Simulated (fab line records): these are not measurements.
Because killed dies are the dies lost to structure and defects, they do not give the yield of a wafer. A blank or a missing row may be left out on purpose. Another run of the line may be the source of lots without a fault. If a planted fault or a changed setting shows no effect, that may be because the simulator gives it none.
8D (eight disciplines) problem report, filled in by code -- flow gf180mcu -- the parts of the form that need people (team, actions taken, sign-off) are left out

## 1. PROBLEM STATEMENT
Across 6 wafers from 2 lots, STI_CVD_03_THK at GF_STI_THK_MEAS_04 averages 122.0 nm, while fault-free wafers read 208.0 nm with a standard deviation of 1.8. Relative to the usual mean, that is a shift of -48 standard deviations.
Earliest sighting: wafer L846.2 on film-metro-04 at day 4 21:34. The record has a number at this step for 42 wafers belonging to 14 lots. The rule behind "out" and "out of limits": a value lying over 4 standard deviations away from the usual mean. Any other wafer with a number is counted as sound.

## 2. WHAT IT IS AND WHAT IT IS NOT
question,is,is not
which readings at this step,STI_CVD_03_THK,-
which lots,"L846, L848","L830, L832, L833, L835, L837, L838, L839, L840, L841, L843, L847, L853"
which wafers of those lots,all that have a number,-
read on which gauges,"film-metro-02, film-metro-04",film-metro-03
when,from day 4 21:34,"up to then (30 sound wafers); but 6 sound wafers of L847, L853 came after"

## 3. SUSPECTS, AND WHAT RULES EACH OUT
Counting: a tool at a process step up to the reading stays a suspect if it ran every lot that is out and no sound lot after the first of them.
- the gauge at GF_STI_THK_MEAS_04 is ruled out. 2 gauges (film-metro-02, film-metro-04) read the wafers that are out.
- lpcvd-02 at GF_STI_CVD_03 (deposits Si3N4 from DCS/NH3, target thk 207.16 nm, time 3551 s): kept. All lots that are out passed through it, beginning with L846 at day 4 19:34, and no sound lot followed; its final sound lot before that point was L843 at day 4 05:30.
Remaining after the count: lpcvd-02 at GF_STI_CVD_03.

## 4. THE CAUSE (what the simulator had put in)
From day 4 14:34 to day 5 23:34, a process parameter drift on lpcvd-02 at GF_STI_CVD_03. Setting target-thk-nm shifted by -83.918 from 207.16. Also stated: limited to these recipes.
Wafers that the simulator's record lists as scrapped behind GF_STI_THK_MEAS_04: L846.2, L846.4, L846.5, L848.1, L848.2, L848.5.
The count eliminated every tool but this one.

## 5. THE EFFECT CHAIN, in route order
Rows list readings where the struck wafers' mean (over those with a number) sits beyond 3 standard deviations from the usual. Only readings whose record carries a usual standard deviation are examined. hours: median over the lots of the time between each lot's start at the first step of this table that gives one and its start at this step. sigmas: the change, counted in usual standard deviations.
hours,step,reading,usual,on struck wafers,change,sigmas
0,GF_STI_THK_MEAS_04,STI_CVD_03_THK,208.0 nm,122.0,-86.0,-48

## 6. WHAT WOULD HAVE CAUGHT IT SOONER
Counted from the fault's start at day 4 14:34, it took 7 hours until the first out-of-limits reading at a measuring or inspecting step in this record, taken at day 4 21:34.
An alarm limit of 4 standard deviations would not have fired on the tool readings at GF_STI_CVD_03 for which the record gives a usual standard deviation, since none of them was out on any struck wafer.
Among the 2 lots that are out, L848 began GF_STI_CVD_03 on lpcvd-02 after day 4 21:34. Had the tool been put on hold then, it would have been spared.
